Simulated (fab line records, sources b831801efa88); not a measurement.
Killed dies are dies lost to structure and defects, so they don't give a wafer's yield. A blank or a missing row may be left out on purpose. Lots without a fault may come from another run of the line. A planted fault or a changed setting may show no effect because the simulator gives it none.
fab line records | flow sky130
record lots=13 wafers=39 last_day=50
route steps=708 shown GATE_OXIDE@203 VIA3@575 METAL4@602 CAP2M@615
lots that met no fault: from a run of the same line without faults
start_h: hours from the record's first day to the start of the lot's first wafer shown | wait_h: hours since the lot's step before | " the same as in the row above | L1.1+2: a row that stands for several wafers | - no value, or no start given | * or withheld: withheld | < > ~ a bound
route shown NAME@n: a module of which the file shows steps, and the number in the route of the first | usual: mean/standard deviation of fault-free wafers | same: alike in all rows | chamber/n: place in a boat | sites: the reading at each site | _std_site: their standard deviation | _edge_site: outer sites' mean less inner sites' | radius_mm: how far each site lies from the wafer's centre | mask NAME#n: copy n | behind: the tool/chamber that last shaped the wafer | hold: why the lot was held/for how many hours/how that ended | device: the transistor (n, p or np) that didn't switch | end of line: the same wafers' tests at the end of the route | a step without rows: its recipe alone | killed: dies lost to structure and defects at the first sort, not the wafer's yield | map: a wafer's dies, x killed, . not, _ none there
set.NAME: the setting as run; set.NAME@STEP: as run at that earlier step | model.NAME: the simulator's own value behind a step, which no gauge read
steps of the route over a sample of lots; a table a step, a row a wafer
services: from which hour (start_h, from the record's first day; less than 0 if before it) a tool's chamber was out of use, for how many hours, and why
## steps
# step SKY_GATE_OXIDE_OXIDATION_16
# recipe temp_c=800 ambient=O2 idle_temp_c=700 ramp_up_c_per_min=10 ramp_down_c_per_min=3 stabilise_s=600 purge_s=300 target_thk_a=35.7 ox_time_s=1915
# usual ramp_up_c_per_min=10.000/0.0017 spike_tc_bottom_C=818.9/1.4 spike_tc_centre_C=800.8/1.1 spike_tc_lower_C=800.7/0.96 spike_tc_top_C=815.3/1.8 spike_tc_upper_C=801.8/1.1 tube_center_temp_C_max=802.1/0.32 zone_power_centre_pct=14.68/0.19
# same ox_time_s=1915
# columns lot.wafer tool chamber start_h wait_h ramp_up_c_per_min spike_tc_bottom_C spike_tc_centre_C spike_tc_lower_C spike_tc_top_C spike_tc_upper_C tube_center_temp_C_max zone_power_centre_pct
L284.1 furnace-01 0 312.82 0.9 10.001 817.4 801.5 802.2 819.5 802.5 802.3 14.12
L284.3 " 0 " " 10.001 816.2 802.5 800.6 817.2 803.0 801.9 14.39
L284.5 " 0 " " 10.000 816.6 799.9 800.2 816.5 800.8 802.6 14.33
L285.1 furnace-02 0 321.87 0.4 10.003 817.6 800.0 801.3 814.6 801.1 801.8 14.69
L285.4 " 0 " " 10.003 818.0 801.8 801.1 814.5 799.7 802.2 14.53
L285.6 " 0 " " 10.001 820.5 803.2 799.9 814.3 802.7 802.8 14.64
L287.2 furnace-02 0 338.03 0.3 9.9999 819.0 798.6 801.2 813.9 800.8 802.2 14.80
L287.3 " 0 " " 10.000 819.1 799.3 801.8 814.7 801.2 802.0 14.86
L287.5 " 0 " " 9.9982 818.1 798.7 800.5 814.1 801.1 801.7 14.70
L294.1 furnace-01 0 392.15 0.0 10.001 815.9 799.8 800.3 819.9 802.9 801.8 14.31
L294.3 " 0 " " 10.001 817.9 800.7 801.3 819.3 801.9 802.1 14.49
L294.5 " 0 " " 9.9992 817.1 801.5 800.0 816.2 803.9 801.7 14.59
L295.1 furnace-01 0 402.94 0.0 9.9989 807.5 791.0 790.0 806.2 793.1 801.7 14.28
L295.3 " 0 " " 10.000 807.1 790.3 791.9 807.6 790.9 802.7 14.26
L295.5 " 0 " " 9.9995 807.7 793.3 792.8 807.2 793.7 802.0 14.17
L296.2 furnace-01 0 412.25 0.7 9.9965 808.1 791.9 791.7 807.6 792.4 802.0 14.33
L296.4 " 0 " " 10.001 808.1 791.3 791.6 807.1 794.5 802.0 14.22
L296.5 " 0 " " 9.9986 807.7 790.6 791.7 806.7 791.4 802.0 14.18
L299.3 furnace-02 0 445.33 0.0 10.000 819.7 800.4 801.8 813.9 801.3 802.1 14.68
L299.4 " 0 " " 10.002 818.6 799.3 800.9 813.5 802.5 802.0 14.90
L299.5 " 0 " " 10.002 818.9 799.4 802.1 815.0 799.4 802.3 14.60
L301.1 furnace-02 0 456.05 0.0 10.001 819.7 801.2 800.5 816.1 803.1 802.2 14.61
L301.4 " 0 " " 10.002 820.0 799.6 800.8 814.1 800.0 801.7 14.71
L301.5 " 0 " " 9.9973 819.3 801.7 802.2 813.5 802.8 802.0 14.97
L303.3 furnace-01 0 473.33 0.0 9.9989 817.7 800.2 801.2 818.4 801.9 802.0 14.47
L303.4 " 0 " " 9.9992 816.5 801.9 800.7 817.4 802.4 801.6 14.63
L303.6 " 0 " " 9.9997 816.5 800.0 802.4 816.5 803.7 801.9 14.30
L304.1 furnace-02 0 479.33 0.0 9.9960 820.2 800.2 799.4 813.7 800.4 801.9 14.70
L304.3 " 0 " " 10.0000 818.1 800.0 800.0 814.3 800.1 802.0 14.72
L304.5 " 0 " " 10.000 821.8 799.0 800.4 814.7 802.7 802.0 14.72
L305.1 furnace-02 0 496.04 0.0 9.9998 820.1 801.6 801.7 815.3 802.2 801.6 14.92
L305.4 " 0 " " 9.9982 821.3 800.3 801.2 815.8 801.0 801.5 14.69
L305.6 " 0 " " 9.9987 820.3 800.6 800.6 815.4 801.4 802.1 14.93
L306.1 furnace-02 0 510.13 0.0 9.9987 820.0 801.0 801.3 813.0 800.4 802.3 14.76
L306.5 " 0 " " 10.003 818.8 801.0 800.2 816.1 800.7 801.7 14.62
L306.6 " 0 " " 10.001 817.4 801.1 801.5 815.1 799.6 802.4 14.64
L307.3 furnace-01 0 520.56 0.0 10.002 817.0 801.7 799.8 818.7 803.1 802.1 14.70
L307.4 " 0 " " 9.9993 818.8 800.7 799.6 815.1 801.8 802.3 14.55
L307.5 " 0 " " 10.000 817.0 799.5 801.2 816.6 801.5 802.3 14.59
# step SKY_VIA3_CMP_02
# recipe material=SiO2 down_force_psi=4 platen_rpm=60 pad_velocity_m_s=0.94248
# usual head_pressure_psi=3.999/0.0083 motor_current_A=12.8/0.73
# columns lot.wafer tool chamber start_h wait_h head_pressure_psi motor_current_A
L284.3 cmp-01 0 906.11 0.0 3.996 13.0
L284.1 " 1 " " 4.006 13.2
L284.5 " 0 " " 4.003 12.9
L285.4 cmp-01 2 912.60 0.1 3.978 13.1
L285.1 " 0 " " 3.987 13.6
L285.6 " 2 " " 3.986 12.7
L287.3 cmp-01 1 933.10 0.1 4.007 13.1
L287.2 " 3 " " 4.003 12.9
L287.5 " 1 " " 3.994 13.1
L294.3 cmp-01 1 977.37 0.1 3.987 13.8
L294.1 " 3 " " 3.986 12.9
L294.5 " 0 " " 4.009 12.7
L295.1 cmp-02 2 985.10 0.1 3.988 11.5
L295.3 " 3 " " 4.001 12.8
L295.5 " 2 " " 3.997 11.6
L296.4 cmp-01 0 992.66 0.0 3.999 13.0
L296.2 " 2 " " 4.004 13.5
L296.5 " 1 " " 4.011 13.5
L299.3 cmp-01 1 1017.94 0.1 4.009 13.3
L299.4 " 2 " " 3.993 14.1
L299.5 " 0 " " 3.998 13.4
L301.1 cmp-02 3 1027.30 0.1 4.002 13.1
L301.4 " 1 " " 4.006 11.7
L301.5 " 2 " " 3.996 12.1
L303.4 cmp-02 3 1039.12 0.0 3.990 12.8
L303.3 " 2 " " 3.993 12.3
L303.6 " 0 " " 4.002 13.6
L304.3 cmp-02 1 1043.53 0.0 4.003 12.2
L304.1 " 3 " " 4.001 13.3
L304.5 " 2 " " 4.001 11.7
L305.1 cmp-02 1 1055.12 0.1 4.002 11.4
L305.4 " 2 " " 4.000 11.5
L305.6 " 3 " " 3.990 12.8
L306.1 cmp-01 1 1065.41 0.1 4.005 13.0
L306.5 " 3 " " 4.006 12.4
L306.6 " 0 " " 3.993 13.9
L307.4 cmp-02 1 1071.16 0.0 3.974 11.9
L307.3 " 2 " " 4.008 11.8
L307.5 " 1 " " 3.988 11.7
# step SKY_METAL4_SPUTTER_04
# recipe material=TiN target_thk_nm=70 power_w=6500 time_s=58.3 chamber_pressure_pa=0.4
# usual throttle_valve_pct=30.5/0.98
# columns lot.wafer tool chamber start_h wait_h throttle_valve_pct
L284.1 pvd_sputter-03 - 933.11 0.0 28.3
L284.3 " - " " 31.1
L284.5 " - " " 31.7
L285.1 pvd_sputter-04 - 938.68 0.0 30.2
L285.4 " - " " 30.8
L285.6 " - " " 30.5
L287.2 pvd_sputter-03 - 959.35 0.0 31.0
L287.3 " - " " 31.1
L287.5 " - " " 31.0
L294.1 pvd_sputter-02 - 1003.06 0.0 30.5
L294.3 " - " " 31.0
L294.5 " - " " 31.0
L295.1 pvd_sputter-04 - 1010.21 0.0 30.5
L295.3 " - " " 29.5
L295.5 " - " " 29.4
L296.2 pvd_sputter-02 - 1017.67 0.0 31.3
L296.4 " - " " 30.3
L296.5 " - " " 31.2
L299.3 pvd_sputter-03 - 1042.62 0.0 28.4
L299.4 " - " " 31.1
L299.5 " - " " 28.1
L301.1 pvd_sputter-03 - 1051.85 0.0 31.1
L301.4 " - " " 31.8
L301.5 " - " " 28.4
L303.3 pvd_sputter-04 - 1062.73 0.0 29.4
L303.4 " - " " 29.8
L303.6 " - " " 29.7
L304.1 pvd_sputter-03 - 1067.05 0.0 31.9
L304.3 " - " " 31.3
L304.5 " - " " 31.2
L305.1 pvd_sputter-03 - 1078.61 0.0 31.5
L305.4 " - " " 30.9
L305.6 " - " " 32.1
L306.1 pvd_sputter-04 - 1088.76 0.0 29.5
L306.5 " - " " 30.0
L306.6 " - " " 29.5
L307.3 pvd_sputter-02 - 1094.36 0.0 31.4
L307.4 " - " " 30.9
L307.5 " - " " 30.2
# step SKY_CAP2M_OVL_MEAS_12
# usual CAP2M_OVL=-0.7/1.6
# columns lot.wafer tool chamber start_h wait_h CAP2M_OVL[nm]
L284.1 overlay-02 - 957.34 0.1 -1.6
L284.3 " - " " -1.0
L284.5 " - " " -1.7
L285.1 overlay-02 - 963.29 0.1 -2.3
L285.4 " - " " -2.6
L285.6 " - " " -2.0
L287.2 overlay-02 - 983.65 0.1 -0.7
L287.3 " - " " -3.0
L287.5 " - " " -2.7
L294.1 overlay-02 - 1025.95 0.1 -4.1
L294.3 " - " " -3.2
L294.5 " - " " -3.4
L295.1 overlay-02 - 1033.10 0.1 -3.3
L295.3 " - " " -1.6
L295.5 " - " " -2.8
L296.2 overlay-02 - 1040.05 0.1 -1.3
L296.4 " - " " -0.1
L296.5 " - " " 0.0
L299.3 overlay-02 - 1064.27 0.1 -0.9
L299.4 " - " " -0.8
L299.5 " - " " 2.5
L301.1 overlay-02 - 1072.70 0.1 -2.4
L301.4 " - " " -4.2
L301.5 " - " " -1.5
L303.3 overlay-01 - 1083.75 0.1 -0.5
L303.4 " - " " 2.5
L303.6 " - " " 2.2
L304.1 overlay-02 - 1088.15 0.1 -2.5
L304.3 " - " " -1.6
L304.5 " - " " 0.5
L305.1 overlay-02 - 1098.45 0.1 -2.7
L305.4 " - " " -0.3
L305.6 " - " " 0.1
L306.1 overlay-01 - 1108.94 0.1 3.3
L306.5 " - " " 1.1
L306.6 " - " " 2.6
L307.3 overlay-01 - 1114.40 0.1 -0.8
L307.4 " - " " -0.1
L307.5 " - " " 0.4
## services
# columns tool chamber start_h hours kind
furnace-02 - 298.46 3.9 pm
cmp-01 - 369.10 6.2 pm
cmp-01 - 397.33 1.2 repair
cmp-01 - 404.06 4.0 pm
cmp-01 - 426.71 0.9 repair
cmp-01 - 436.02 1.2 repair
furnace-02 - 465.83 3.2 pm
cmp-01 - 493.42 0.3 repair
furnace-02 - 505.72 3.4 pm
furnace-02 - 512.32 3.8 pm
cmp-01 - 616.11 7.2 pm
furnace-02 - 633.70 2.4 pm
cmp-01 - 714.42 2.3 repair
cmp-01 - 734.23 0.7 repair
cmp-01 - 734.71 1.6 repair
cmp-01 - 738.10 5.7 pm
cmp-01 - 744.06 4.0 pm
furnace-02 - 794.93 4.3 pm
furnace-02 - 801.70 3.5 pm
cmp-01 - 828.70 3.0 repair
cmp-01 - 853.24 22.5 repair
cmp-01 - 884.82 0.6 repair
cmp-01 - 892.58 1.4 repair
cmp-01 - 963.02 4.9 repair
## key
first_sign step=SKY_GATE_OXIDE_OXIDATION_16 reading=spike_tc_lower_C direction=down sigmas=9.4 usual=800.7 struck=791.6
effect step=SKY_GATE_OXIDE_OXIDATION_16 reading=spike_tc_centre_C direction=down sigmas=8.7 usual=800.8 struck=791.4
met_at SKY_GATE_OXIDE_OXIDATION_16
struck_lots L295,L296
tester_left_out L295,L296
not_acting_at SKY_VIA3_CMP_02,SKY_METAL4_SPUTTER_04,SKY_CAP2M_OVL_MEAS_12
onset_between 392.15 402.94
fault kind=process_parameter_drift tool=furnace-01 chamber=- onset_h=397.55 steps=SKY_GATE_OXIDE_OXIDATION_16 channel=temp_c offset=* shape=step end_h=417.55 acts_in=* stated=*
# tester_left_out: of these lots the tester's yield and bins aren't shown, on N5 and GAA mostly nor the transistor test; their killed dies are dies lost to structure and defects alone, not to doping, threshold or leakage, so they don't give the yield
